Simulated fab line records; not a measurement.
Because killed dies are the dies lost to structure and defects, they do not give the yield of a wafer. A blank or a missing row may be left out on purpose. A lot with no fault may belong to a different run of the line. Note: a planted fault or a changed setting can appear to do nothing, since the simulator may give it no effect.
The tool behind it: which one? -- flow sky130 -- Sampling: 12 lots, 36 wafers, 7 of 708 route steps

== WHAT EACH GAUGE READ, for each wafer ==
SKY_NWELL_OVL_MEAS_10. Usual: NWELL_00_OVL typically reads 1.1 nm, with standard deviation 1.2.
lot,measured,on,NWELL_00_OVL (nm),flag
L506,day 4 18:57,overlay-01,-1.3 -2.0 -0.9,
L510,day 5 17:58,overlay-02,0.4 0.3 1.8,
L511,day 6 00:33,overlay-01,0.3 0.1 -0.4,
L512,day 6 06:49,overlay-01,0.6 0.3 1.1,
L513,day 6 11:30,overlay-02,-0.8 0.2 1.5,
L514,day 6 16:04,overlay-02,1.7 0.3 0.9,
L515,day 6 21:25,overlay-02,-0.1 1.5 0.7,
L521,day 8 10:24,overlay-01,2.9 2.1 1.9,
L522,day 8 15:56,overlay-02,1.7 4.3 0.7,
L523,day 8 23:07,overlay-01,3.1 1.6 0.9,
L526,day 9 17:16,overlay-01,1.6 2.3 1.9,
L528,day 10 03:58,overlay-01,-1.2 2.4 1.3,

SKY_VT_ADJUST_NCORE_CD_MEAS_07: the cd target is 380 nm. Usual: cd_nm 380.2 nm, standard deviation 2.5.
lot,measured,on,cd_nm (nm),flag
L506,day 8 19:13,cd_sem-01,384.0 383.3 384.4,
L510,day 10 01:23,cd_sem-01,381.8 382.0 380.1,
L511,day 10 10:00,cd_sem-01,376.7 376.0 378.5,
L512,day 10 16:07,cd_sem-02,- - -,OFF
L513,day 10 21:49,cd_sem-02,- - -,OFF
L514,day 11 03:01,cd_sem-01,- - -,OFF
L515,day 11 08:26,cd_sem-01,380.1 378.7 383.1,
L521,day 13 05:41,cd_sem-02,379.2 378.9 380.7,
L522,day 13 12:12,cd_sem-02,377.5 377.9 377.6,
L523,day 13 21:06,cd_sem-02,381.2 381.8 381.2,
L526,day 14 17:27,cd_sem-02,379.8 379.6 376.2,
L528,day 15 07:08,cd_sem-02,382.6 383.5 383.4,

SKY_VT_ADJUST_HVTR_TW_MEAS_11. Usual: VT_ADJUST_HVTR_TW typically reads 210.6, with standard deviation 1.7.
lot,measured,on,VT_ADJUST_HVTR_TW,flag
L506,day 9 17:20,film_metro-02,209.9 212.4 210.6,
L510,day 10 23:37,film_metro-04,213.4 211.0 211.5,
L511,day 11 09:17,film_metro-03,209.7 209.5 209.4,
L512,day 11 15:22,film_metro-03,261.1 261.8 261.4 260.0 260.6 260.1,OFF
L513,day 11 21:40,film_metro-02,262.1 262.7 263.2 262.5 262.1 261.6,OFF
L514,day 12 02:44,film_metro-03,260.5 261.2 261.6 261.3 261.6 261.3,OFF
L515,day 12 08:38,film_metro-04,212.7 213.0 212.3,
L521,day 14 06:33,film_metro-03,210.1 208.5 210.2,
L522,day 14 13:44,film_metro-04,213.1 214.6 213.2,
L523,day 14 22:58,film_metro-02,208.9 209.2 210.6,
L526,day 15 21:06,film_metro-03,208.7 208.5 208.3,
L528,day 16 11:15,film_metro-03,207.9 208.0 208.1,

SKY_VT_ADJUST_PCH_OVL_MEAS_07. Usual: VT_ADJUST_PCH_OVL typically reads 0.2 nm, with standard deviation 1.5.
lot,measured,on,VT_ADJUST_PCH_OVL (nm),flag
L506,day 10 15:21,overlay-01,2.0 1.1 0.6,
L510,day 11 23:02,overlay-02,1.8 2.5 0.3,
L511,day 12 08:34,overlay-01,-0.6 -1.1 0.0,
L512,day 12 15:25,overlay-02,0.3 -0.2 2.3,
L513,day 12 21:48,overlay-02,-0.6 -0.2 1.8,
L514,day 13 03:25,overlay-01,3.1 -0.9 3.3,
L515,day 13 09:22,overlay-01,-0.4 0.4 -0.2,
L521,day 15 08:54,overlay-02,-1.4 1.2 -1.2,
L522,day 15 16:43,overlay-01,-1.1 1.0 0.6,
L523,day 16 03:03,overlay-01,-2.2 -0.2 -1.8,
L526,day 17 00:42,overlay-01,2.1 1.8 -0.1,
L528,day 17 14:47,overlay-01,-1.5 -0.9 0.6,

SKY_VT_ADJUST_PCH_TW_MEAS_10. Usual: VT_ADJUST_PCH_TW typically reads 142.4, with standard deviation 0.76.
lot,measured,on,VT_ADJUST_PCH_TW,flag
L506,day 10 15:38,film_metro-01,143.3 143.1 143.0,
L510,day 11 23:19,film_metro-02,142.1 141.6 142.0,
L511,day 12 08:59,film_metro-02,142.8 142.2 142.3,
L512,day 12 15:42,film_metro-02,232.5 231.1 229.8 230.6 231.4 232.0,OFF
L513,day 12 22:05,film_metro-01,230.2 229.6 230.9 231.5 230.0 229.4,OFF
L514,day 13 03:43,film_metro-01,231.3 235.0 231.9 233.2 232.7 232.7,OFF
L515,day 13 09:40,film_metro-02,142.4 143.5 143.1,
L521,day 15 09:11,film_metro-02,142.5 141.6 142.5,
L522,day 15 17:01,film_metro-02,142.9 143.5 142.3,
L523,day 16 03:20,film_metro-02,142.8 142.0 143.1,
L526,day 17 00:59,film_metro-01,142.9 144.4 143.2,
L528,day 17 15:05,film_metro-02,142.8 142.9 142.0,

== EACH LOT AND THE TOOL THAT RAN IT (in order: tool; ch and the chambers of the sampled wafers; start) ==
lot,SKY_VT_ADJUST_NCORE_COAT_02,SKY_VT_ADJUST_HVTR_STRIP_10
L506,"litho_track-04 ch 0, day 8 08:16","plasma_asher-03 ch 0,1, day 9 17:13"
L510,"litho_track-01 ch 0, day 9 14:12","plasma_asher-04 ch 0,1, day 10 23:32"
L511,"litho_track-03 ch 0, day 9 23:12","plasma_asher-03 ch 0,1, day 11 09:11"
L512,"litho_track-01, day 10 04:46","plasma_asher-03 ch 0,1, day 11 15:15"
L513,"litho_track-01, day 10 10:28","plasma_asher-01 ch 0,1, day 11 21:33"
L514,"litho_track-03, day 10 15:34","plasma_asher-03 ch 0,1, day 12 02:38"
L515,"litho_track-03 ch 0, day 10 21:15","plasma_asher-04 ch 0,1, day 12 08:34"
L521,"litho_track-01 ch 0, day 12 17:03","plasma_asher-01 ch 0,1, day 14 06:27"
L522,"litho_track-01 ch 0, day 12 23:52","plasma_asher-01 ch 0,1, day 14 13:38"
L523,"litho_track-04 ch 0, day 13 08:32","plasma_asher-04 ch 0, day 14 22:52"
L526,"litho_track-01 ch 0, day 14 04:27","plasma_asher-01 ch 0,1, day 15 21:00"
L528,"litho_track-03 ch 0, day 14 17:24","plasma_asher-01 ch 0,1, day 16 11:09"
- SKY_VT_ADJUST_NCORE_COAT_02: resist thk 1140 nm.
- SKY_VT_ADJUST_HVTR_STRIP_10: strips in O2/N2.

== WHAT THE TOOLS THEMSELVES READ (means of the sampled wafers that have a number; where no wafer has one, the mark that the record gives instead) ==
SKY_VT_ADJUST_NCORE_COAT_02. Usual: chill_plate_temp_C 23.03 C, standard deviation 0.11; dispense_pressure_kPa 53.9 kPa, standard deviation 1.
lot,tool,chill_plate_temp_C (C),dispense_pressure_kPa (kPa),flag
L506,litho_track-04,22.97,52.8,
L510,litho_track-01,23.17,54.8,
L511,litho_track-03,22.97,54.8,
L512,litho_track-01,-,-,OFF
L513,litho_track-01,-,-,OFF
L514,litho_track-03,-,-,OFF
L515,litho_track-03,23.07,54.8,
L521,litho_track-01,23.02,54.9,
L522,litho_track-01,23.00,54.8,
L523,litho_track-04,22.97,52.7,
L526,litho_track-01,22.98,54.9,
L528,litho_track-03,23.16,54.6,

SKY_VT_ADJUST_HVTR_STRIP_10. Usual: drypump_motor_current_A 5.53 A, standard deviation 0.25; oes_product_au 0.716 a.u., standard deviation 0.0049; strip_time_to_endpoint_s 14.16 s, standard deviation 0.041.
lot,tool,drypump_motor_current_A (A),oes_product_au (a.u.),strip_time_to_endpoint_s (s),flag
L506,plasma_asher-03,5.71,0.713,14.21,
L510,plasma_asher-04,5.46,0.715,14.21,
L511,plasma_asher-03,5.70,0.712,14.15,
L512,plasma_asher-03,5.70,0.717,14.16,
L513,plasma_asher-01,5.46,0.724,14.10,
L514,plasma_asher-03,5.83,0.717,14.14,
L515,plasma_asher-04,5.25,0.721,14.15,
L521,plasma_asher-01,5.48,0.717,14.14,
L522,plasma_asher-01,5.49,0.717,14.15,
L523,plasma_asher-04,5.65,0.714,14.21,
L526,plasma_asher-01,5.47,0.718,14.12,
L528,plasma_asher-01,5.46,0.714,14.15,

== THE ANSWER, worked out from the rows above alone ==
Rule: lot off if the mean of its wafers having a number is beyond 3 standard deviations from the usual mean. Also off: a lot with no number at a reading for which 4 or more lots have one. Where the step has rows for the other lots, those lots are counted as sound. The gauges are gone through in route order, then the tools' own readings, and for those a lot's mean is taken as printed above. At the first step where some lot is off, the reading lying furthest off is the one used; lots without a number count as furthest.
Off: L512, L513, L514 (SKY_VT_ADJUST_NCORE_CD_MEAS_07, cd_nm). Without a number there: L512, L513, L514.
If a tool, at a process step before that reading, ran all the lots that are off and no sound lot after the first of them, it fits. Not tried: the gauges at SKY_VT_ADJUST_NCORE_CD_MEAS_07; whatever is off there is also off at SKY_VT_ADJUST_HVTR_TW_MEAS_11, on other tools, and gauge error can't account for it. Of those tried, none fits.

== WHAT THE SIMULATOR HAD INSERTED ==
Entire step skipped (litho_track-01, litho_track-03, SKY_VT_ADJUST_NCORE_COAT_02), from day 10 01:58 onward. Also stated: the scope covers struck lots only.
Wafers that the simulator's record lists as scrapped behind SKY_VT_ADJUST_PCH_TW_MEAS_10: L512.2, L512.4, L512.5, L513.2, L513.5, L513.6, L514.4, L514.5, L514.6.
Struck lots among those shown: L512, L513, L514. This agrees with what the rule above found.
